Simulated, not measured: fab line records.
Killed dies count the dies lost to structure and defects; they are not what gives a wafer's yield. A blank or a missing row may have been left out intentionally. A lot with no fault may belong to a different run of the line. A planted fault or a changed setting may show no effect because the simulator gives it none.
Which tool is to blame? || flow sky130 || Sampling: 6 lots, 18 wafers, 2 of 708 route steps

## WHAT THE GAUGES READ, wafer by wafer
SKY_VIA2_THK_MEAS_01.
{"lot": "L855", "measured": "day 35 17:32", "on": "film-metro-01", "VIA2_HDPCVD_THK (nm)": "1182 1182 1185"}
{"lot": "L859", "measured": "day 37 02:41", "on": "film-metro-04", "VIA2_HDPCVD_THK (nm)": "1164 1167 1190"}
{"lot": "L861", "measured": "day 37 14:07", "on": "film-metro-03", "VIA2_HDPCVD_THK (nm)": "1186 1163 1187"}
{"lot": "L863", "measured": "day 38 07:41", "on": "film-metro-04", "VIA2_HDPCVD_THK (nm)": "1167 1173 1177"}
{"lot": "L865", "measured": "day 39 05:40", "on": "film-metro-03", "VIA2_HDPCVD_THK (nm)": "1201 1208 1176"}
{"lot": "L870", "measured": "day 40 13:10", "on": "film-metro-04", "VIA2_HDPCVD_THK (nm)": "1207 1196 2184"}

## WHICH TOOL RAN EACH LOT (tool, then ch and the chambers of the sampled wafers, then the start)
{"lot": "L855", "SKY_VIA2_HDPCVD_00": "hdpcvd-02 ch 0,2, day 35 17:25"}
{"lot": "L859", "SKY_VIA2_HDPCVD_00": "hdpcvd-01 ch 0,2, day 37 02:32"}
{"lot": "L861", "SKY_VIA2_HDPCVD_00": "hdpcvd-02 ch 0,1, day 37 13:59"}
{"lot": "L863", "SKY_VIA2_HDPCVD_00": "hdpcvd-01 ch 0,1, day 38 07:33"}
{"lot": "L865", "SKY_VIA2_HDPCVD_00": "hdpcvd-01 ch 1,2, day 39 05:32"}
{"lot": "L870", "SKY_VIA2_HDPCVD_00": "hdpcvd-01 ch 0,1,2, day 40 13:02"}
- SKY_VIA2_HDPCVD_00: deposits SiO2, target thk 1180 nm, time 196.7 s.

## THE ANSWER, worked out from the rows above alone
Rule: the lots themselves supply what counts as usual. Put in order of their means at a reading, lots are off if they are a third of the lots or fewer, leave a main group of 4 or more, and stand apart from it by a gap of 3 or more times the standard deviation of the main group's means; of several such gaps the widest counts. The tables above print the reading to a certain number of digits; a main group whose means all agree to those digits is not used. A lot without any number at a reading at which 4 lots or more have one is off too. All remaining lots with rows at the step are treated as sound.
Off: at SKY_VIA2_THK_MEAS_01 (VIA2_HDPCVD_THK), L870. Main group: mean 1181 nm, sd 8.2.
A tool fits if, at a process step before that reading, it ran every lot that is off, and no sound lot after the first of them. Gauges at SKY_VIA2_THK_MEAS_01: tried the same way as those tools. Can't be told from this: 2 tools fit, hdpcvd-01 at SKY_VIA2_HDPCVD_00, film-metro-04 at SKY_VIA2_THK_MEAS_01.

## WHAT WAS PUT IN BY THE SIMULATOR
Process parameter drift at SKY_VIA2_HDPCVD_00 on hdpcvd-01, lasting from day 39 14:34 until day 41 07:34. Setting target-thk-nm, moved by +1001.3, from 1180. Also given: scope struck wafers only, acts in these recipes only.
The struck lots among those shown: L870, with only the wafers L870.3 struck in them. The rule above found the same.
